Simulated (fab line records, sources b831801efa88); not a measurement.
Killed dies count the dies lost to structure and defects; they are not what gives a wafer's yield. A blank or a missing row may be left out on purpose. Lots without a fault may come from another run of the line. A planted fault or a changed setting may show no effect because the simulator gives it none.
A lot that was struck, set against a sound lot ; flow sky130 ; 15 out of 708 route steps
Sound: wafers L790.1, L790.3, L790.5. Wafers L801.2, L801.5, L801.6 were the ones struck. Last of all comes the cause.
Order at every step that has rows: each side's tool, ch and its chambers, its first start. Under that, the readings that differ: sound wafers ; struck wafers ; difference of the means ; sigmas: that difference in standard deviations of wafers without a fault.
alike: readings with means less than 2 such deviations apart, plus words and numbers identical on both sides. not compared: withheld readings, readings lacking a value on some wafer, bounds such as >300 that could conceal the same value, and numbers that have no deviation in the record and whose values overlap.
A row with sigmas, a row that says differs or no value, or rows on one side alone: a step with any of these is where the two part. Non-overlapping numbers with no deviation appear without sigmas and do not part them. A reading missing from all wafers of one side parts the sides only when that side holds two or more wafers.

SKY_CONTACT_STRIP_19: strips in O2/N2.
  sound on plasma-asher-02 ch 0,1, day 33 21:46; struck on plasma-asher-02 ch 0,1, day 37 07:43
  alike: drypump-motor-current-A, oes-product-au, strip-time-to-endpoint-s
  not compared: rf-hours-counter-h
then, 4 steps without rows for these wafers: SKY_CONTACT_STRIP_20 (strips in post etch residue remover, time 1200 s); SKY_CONTACT_CLEAN_21 (cleans in IPA, time 180 s); SKY_CONTACT_CLEAN_22 (cleans in O3/DIW); SKY_CONTACT_SPUTTER_23 (material TiN, target thk 20 nm, time 80 s).
SKY_CONTACT_CVD_24: deposits W, target thk 340 nm, time 102.12 s.
  sound on cvd-w-02 ch 0, day 33 22:25; struck on cvd-w-01 ch 0,1, day 37 08:22
  alike: heater-power-w
SKY_CONTACT_RS_MEAS_25: measurement is done with a four-point probe.
  sound on film-metro-01, day 33 22:31; struck on film-metro-04, day 37 08:30
  alike: CONTACT_W_RS
SKY_CONTACT_THK_MEAS_26: measures by xrf.
  sound on film-metro-01, day 33 22:38; struck on film-metro-04, day 37 08:37
  alike: CONTACT_W_THK
SKY_CONTACT_CMP_27: polishes, stops on SiO2, t overpolish 15 s, target thk 0 nm.
  sound on cmp-02 ch 0,1,3, day 33 22:48; struck on cmp-02 ch 0,1, day 37 08:40
  alike: motor-current-A, overpolish-run-s, time-to-endpoint-s
SKY_METAL1_SPUTTER_00: material Ti, target thk 15 nm, time 10 s.
  sound on pvd-sputter-02, day 33 23:00; struck on pvd-sputter-01, day 37 08:58
  alike: cathode-dc-power-W, chamber-pressure-pa, throttle-valve-pct
then, 1 step without rows for these wafers: SKY_METAL1_SPUTTER_01 (material TiN, target thk 20 nm, time 16.7 s).
SKY_METAL1_SPUTTER_02: material AlCu, target thk 250 nm, time 13.3 s.
  sound on pvd-sputter-02, day 33 23:03; struck on pvd-sputter-01, day 37 09:01
  alike: cathode-dc-power-W, chamber-pressure-pa, throttle-valve-pct
SKY_METAL1_SPUTTER_03: material Ti, target thk 5 nm, time 3.3 s.
  sound on pvd-sputter-02, day 33 23:04; struck on pvd-sputter-01, day 37 09:02
  no value came back on the struck wafers for cathode-dc-power-W (W), chamber-pressure-pa (Pa), throttle-valve-pct (%); on the sound wafers cathode-dc-power-W (W) reads 3000.2 2999.8 2999.7
then, 1 step without rows for these wafers: SKY_METAL1_SPUTTER_04 (material TiN, target thk 70 nm, time 58.3 s).
-- the record jumps here: 12 days lie between the struck wafers' starts before and after (it left off in module METAL1 and takes up again in module PAD_OPEN, whose first step shown is number 708 of the route) --
SKY_PAD_OPEN_PROBE_99:
  sound on prober-01, day 47 11:32; struck on prober-02, day 49 20:52
reading;sound;struck;difference;sigmas
killed-at-other;1 3 1;0 0 0;-2;-3
model.etest.via1-chain.rc-ohm;16.21 16.75 16.39;18.78 20.21 20.14;+3.26;
model.etest.met1.line-ohm-um;0.8906 0.8694 0.8874;0.9051 0.9104 0.9583;+0.0421;
model.etest.met1.rs-ohm-sq;0.1275 0.1263 0.1287;0.1217 0.1235 0.1226;-0.0049;
  alike: defect-limited-yield, killed_at_M0_to_M3, killed_at_M4_up, killed-at-contacts, killed-at-front-end, killed-dies, killed-open, killed-short, sort_bin_3_pad_short, sort_bin_5_function, sort_bin_6_memory, sort-n-pass, sort-yield-pct

## WHERE THEY PART
Earliest at SKY_METAL1_SPUTTER_03; latest, in this record, at SKY_PAD_OPEN_PROBE_99.

WHY: whatever the simulator had introduced
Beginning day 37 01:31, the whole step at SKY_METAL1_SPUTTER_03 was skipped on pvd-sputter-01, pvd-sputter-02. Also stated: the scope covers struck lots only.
